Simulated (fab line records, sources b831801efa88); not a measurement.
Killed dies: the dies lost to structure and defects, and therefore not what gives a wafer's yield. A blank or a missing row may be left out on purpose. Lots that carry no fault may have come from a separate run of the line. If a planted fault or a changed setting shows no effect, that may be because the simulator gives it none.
Which tool was responsible? / flow sky130 / 9 lots with 27 wafers sampled at 4 steps, on a route of 708 steps

== WHAT THE GAUGES SHOWED, per wafer ==
SKY_SD_N_TW_MEAS_12. Usual: SD_N_TW gives 4011 (standard deviation 25).
lot=L557; measured=day 28 15:28; on=film_metro-01; SD_N_TW=4034 4028 4052; flag=
lot=L556; measured=day 28 17:37; on=film_metro-01; SD_N_TW=4008 4016 4032; flag=
lot=L558; measured=day 29 04:41; on=film_metro-01; SD_N_TW=4017 4013 4020; flag=
lot=L559; measured=day 29 07:44; on=film_metro-03; SD_N_TW=3996 3973 3983; flag=
lot=L560; measured=day 29 18:14; on=film_metro-03; SD_N_TW=3968 3974 3991; flag=
lot=L563; measured=day 30 10:55; on=film_metro-03; SD_N_TW=3766 3755 3757 3775 3781 3788; flag=OFF
lot=L564; measured=day 30 19:31; on=film_metro-02; SD_N_TW=3820 3811 3815 3829 3818 3826; flag=OFF
lot=L565; measured=day 31 03:31; on=film_metro-03; SD_N_TW=3774 3789 3793 3757 3774 3773; flag=OFF
lot=L566; measured=day 31 07:35; on=film_metro-03; SD_N_TW=3766 3788 3769 3769 3757 3781; flag=OFF

== WHICH TOOL RAN EACH LOT (tool, then ch and the chambers of the sampled wafers, then the start) ==
lot=L557; SKY_POLY_CUT_ETCH_11=rie_diel-03 ch 0,1, day 24 22:52; SKY_SD_N_IMPLANT_09=implanter-03 ch 0, day 28 15:07; SKY_SD_N_STRIP_11=plasma_asher-02 ch 0,1, day 28 15:22
lot=L556; SKY_POLY_CUT_ETCH_11=rie_diel-03 ch 0,1,2, day 25 01:40; SKY_SD_N_IMPLANT_09=implanter-01 ch 0, day 28 17:14; SKY_SD_N_STRIP_11=plasma_asher-01 ch 0,1, day 28 17:31
lot=L558; SKY_POLY_CUT_ETCH_11=rie_diel-04 ch 0,1,2, day 25 12:46; SKY_SD_N_IMPLANT_09=implanter-01 ch 0, day 29 04:17; SKY_SD_N_STRIP_11=plasma_asher-01 ch 0,1, day 29 04:35
lot=L559; SKY_POLY_CUT_ETCH_11=rie_diel-04 ch 1,2,3, day 25 15:23; SKY_SD_N_IMPLANT_09=implanter-01 ch 0, day 29 07:20; SKY_SD_N_STRIP_11=plasma_asher-01 ch 0,1, day 29 07:38
lot=L560; SKY_POLY_CUT_ETCH_11=rie_diel-03 ch 0,2,3, day 26 03:07; SKY_SD_N_IMPLANT_09=implanter-03 ch 0, day 29 17:50; SKY_SD_N_STRIP_11=plasma_asher-04 ch 0,1, day 29 18:08
lot=L563; SKY_POLY_CUT_ETCH_11=rie_diel-03 ch 1,2,3, day 26 20:53; SKY_SD_N_IMPLANT_09=implanter-01 ch 0, day 30 10:33; SKY_SD_N_STRIP_11=plasma_asher-04 ch 0,1, day 30 10:49
lot=L564; SKY_POLY_CUT_ETCH_11=rie_diel-04 ch 2,3, day 27 06:45; SKY_SD_N_IMPLANT_09=implanter-01 ch 0, day 30 19:09; SKY_SD_N_STRIP_11=plasma_asher-01 ch 0,1, day 30 19:25
lot=L565; SKY_POLY_CUT_ETCH_11=rie_diel-03 ch 1,2,3, day 27 14:43; SKY_SD_N_IMPLANT_09=implanter-01 ch 0, day 31 03:07; SKY_SD_N_STRIP_11=plasma_asher-02 ch 0,1, day 31 03:25
lot=L566; SKY_POLY_CUT_ETCH_11=rie_diel-03 ch 0,1, day 27 20:31; SKY_SD_N_IMPLANT_09=implanter-01 ch 0, day 31 07:13; SKY_SD_N_STRIP_11=plasma_asher-01 ch 0,1, day 31 07:31
- SKY_POLY_CUT_ETCH_11: etches Si3N4 in CF4/CH2F2/Ar, stops on poly-Si, time 42.5 s, target depth 60 nm.
- SKY_SD_N_IMPLANT_09
- SKY_SD_N_STRIP_11: strips in O2/N2.

== AS READ BY THE TOOLS THEMSELVES (means over the sampled wafers that have a number; for cases with no such wafer, the mark the record gives instead) ==
SKY_POLY_CUT_ETCH_11. Usual: chamber_pressure_mTorr 40.00 mTorr, standard deviation 0.034; drypump_motor_current_A 5.7 A, standard deviation 0.46; oes_product_au 0.831 a.u., standard deviation 0.0061; throttle_valve_pct 14.994 %, standard deviation 0.0095.
lot=L557; tool=rie_diel-03; chamber_pressure_mTorr (mTorr)=39.99; drypump_motor_current_A (A)=5.3; oes_product_au (a.u.)=0.838; throttle_valve_pct (%)=14.993; flag=
lot=L556; tool=rie_diel-03; chamber_pressure_mTorr (mTorr)=40.02; drypump_motor_current_A (A)=5.6; oes_product_au (a.u.)=0.825; throttle_valve_pct (%)=15.002; flag=
lot=L558; tool=rie_diel-04; chamber_pressure_mTorr (mTorr)=40.01; drypump_motor_current_A (A)=5.6; oes_product_au (a.u.)=0.833; throttle_valve_pct (%)=14.986; flag=
lot=L559; tool=rie_diel-04; chamber_pressure_mTorr (mTorr)=39.98; drypump_motor_current_A (A)=5.6; oes_product_au (a.u.)=0.819; throttle_valve_pct (%)=14.996; flag=
lot=L560; tool=rie_diel-03; chamber_pressure_mTorr (mTorr)=40.04; drypump_motor_current_A (A)=6.1; oes_product_au (a.u.)=0.827; throttle_valve_pct (%)=14.993; flag=
lot=L563; tool=rie_diel-03; chamber_pressure_mTorr (mTorr)=40.00; drypump_motor_current_A (A)=5.8; oes_product_au (a.u.)=0.822; throttle_valve_pct (%)=14.996; flag=
lot=L564; tool=rie_diel-04; chamber_pressure_mTorr (mTorr)=40.02; drypump_motor_current_A (A)=5.9; oes_product_au (a.u.)=0.838; throttle_valve_pct (%)=14.989; flag=
lot=L565; tool=rie_diel-03; chamber_pressure_mTorr (mTorr)=39.98; drypump_motor_current_A (A)=5.8; oes_product_au (a.u.)=0.830; throttle_valve_pct (%)=14.997; flag=
lot=L566; tool=rie_diel-03; chamber_pressure_mTorr (mTorr)=39.98; drypump_motor_current_A (A)=5.5; oes_product_au (a.u.)=0.822; throttle_valve_pct (%)=14.993; flag=

SKY_SD_N_IMPLANT_09. Usual: dose_ions_cm2 at 4e+15, with a standard deviation of 4.5e+12.
lot=L557 tool=implanter-03 dose_ions_cm2=4e+15 flag=
lot=L556 tool=implanter-01 dose_ions_cm2=4e+15 flag=
lot=L558 tool=implanter-01 dose_ions_cm2=4e+15 flag=
lot=L559 tool=implanter-01 dose_ions_cm2=4e+15 flag=
lot=L560 tool=implanter-03 dose_ions_cm2=4e+15 flag=
lot=L563 tool=implanter-01 dose_ions_cm2=4e+15 flag=
lot=L564 tool=implanter-01 dose_ions_cm2=4e+15 flag=
lot=L565 tool=implanter-01 dose_ions_cm2=4e+15 flag=
lot=L566 tool=implanter-01 dose_ions_cm2=4e+15 flag=

SKY_SD_N_STRIP_11. Usual: chamber_pressure_mTorr 1500.1 mTorr, standard deviation 1.4; drypump_motor_current_A 5.70 A, standard deviation 0.14; oes_product_au 0.528 a.u., standard deviation 0.0047; strip_time_to_endpoint_s 22.56 s, standard deviation 0.039.
lot=L557; tool=plasma_asher-02; chamber_pressure_mTorr (mTorr)=1500.9; drypump_motor_current_A (A)=5.70; oes_product_au (a.u.)=0.532; strip_time_to_endpoint_s (s)=22.53; flag=
lot=L556; tool=plasma_asher-01; chamber_pressure_mTorr (mTorr)=1500.2; drypump_motor_current_A (A)=5.59; oes_product_au (a.u.)=0.529; strip_time_to_endpoint_s (s)=22.58; flag=
lot=L558; tool=plasma_asher-01; chamber_pressure_mTorr (mTorr)=1500.8; drypump_motor_current_A (A)=5.58; oes_product_au (a.u.)=0.528; strip_time_to_endpoint_s (s)=22.57; flag=
lot=L559; tool=plasma_asher-01; chamber_pressure_mTorr (mTorr)=1500.9; drypump_motor_current_A (A)=5.66; oes_product_au (a.u.)=0.529; strip_time_to_endpoint_s (s)=22.56; flag=
lot=L560; tool=plasma_asher-04; chamber_pressure_mTorr (mTorr)=1500.2; drypump_motor_current_A (A)=5.79; oes_product_au (a.u.)=0.529; strip_time_to_endpoint_s (s)=22.55; flag=
lot=L563; tool=plasma_asher-04; chamber_pressure_mTorr (mTorr)=1499.8; drypump_motor_current_A (A)=5.85; oes_product_au (a.u.)=0.522; strip_time_to_endpoint_s (s)=23.24; flag=OFF
lot=L564; tool=plasma_asher-01; chamber_pressure_mTorr (mTorr)=1500.5; drypump_motor_current_A (A)=5.56; oes_product_au (a.u.)=0.519; strip_time_to_endpoint_s (s)=23.25; flag=OFF
lot=L565; tool=plasma_asher-02; chamber_pressure_mTorr (mTorr)=1500.3; drypump_motor_current_A (A)=5.70; oes_product_au (a.u.)=0.518; strip_time_to_endpoint_s (s)=23.34; flag=OFF
lot=L566; tool=plasma_asher-01; chamber_pressure_mTorr (mTorr)=1499.8; drypump_motor_current_A (A)=5.58; oes_product_au (a.u.)=0.523; strip_time_to_endpoint_s (s)=23.36; flag=OFF

== THE ANSWER, worked out from the rows above alone ==
Rule: take the mean of a lot's wafers that have a number; if it is more than 3 standard deviations from the usual mean, the lot is off. Also off: a lot with no number at a reading for which 4 or more lots have one. The other lots that the step has rows for count as sound. Order of review: gauges by route order, followed by the tools' own readings, for which a lot's mean as printed above is used. At the first step where some lot is off, the reading lying furthest off is the one used; lots without a number count as furthest.
Off: L563, L564, L565, L566, at SKY_SD_N_TW_MEAS_12 (SD_N_TW).
If a tool, at a process step before that reading, ran all the lots that are off and no sound lot after the first of them, it fits. The gauges at SKY_SD_N_TW_MEAS_12 aren't tried: what is off there is off at SKY_SD_N_STRIP_11 too, on other tools, and a gauge's error can't cause that. One fits: implanter-01 at SKY_SD_N_IMPLANT_09. A fault onset in the window from L559 (day 29 07:20, its last sound lot) to L563 (day 30 10:33, its first lot off) fits.

== WHAT THE SIMULATOR PUT IN ==
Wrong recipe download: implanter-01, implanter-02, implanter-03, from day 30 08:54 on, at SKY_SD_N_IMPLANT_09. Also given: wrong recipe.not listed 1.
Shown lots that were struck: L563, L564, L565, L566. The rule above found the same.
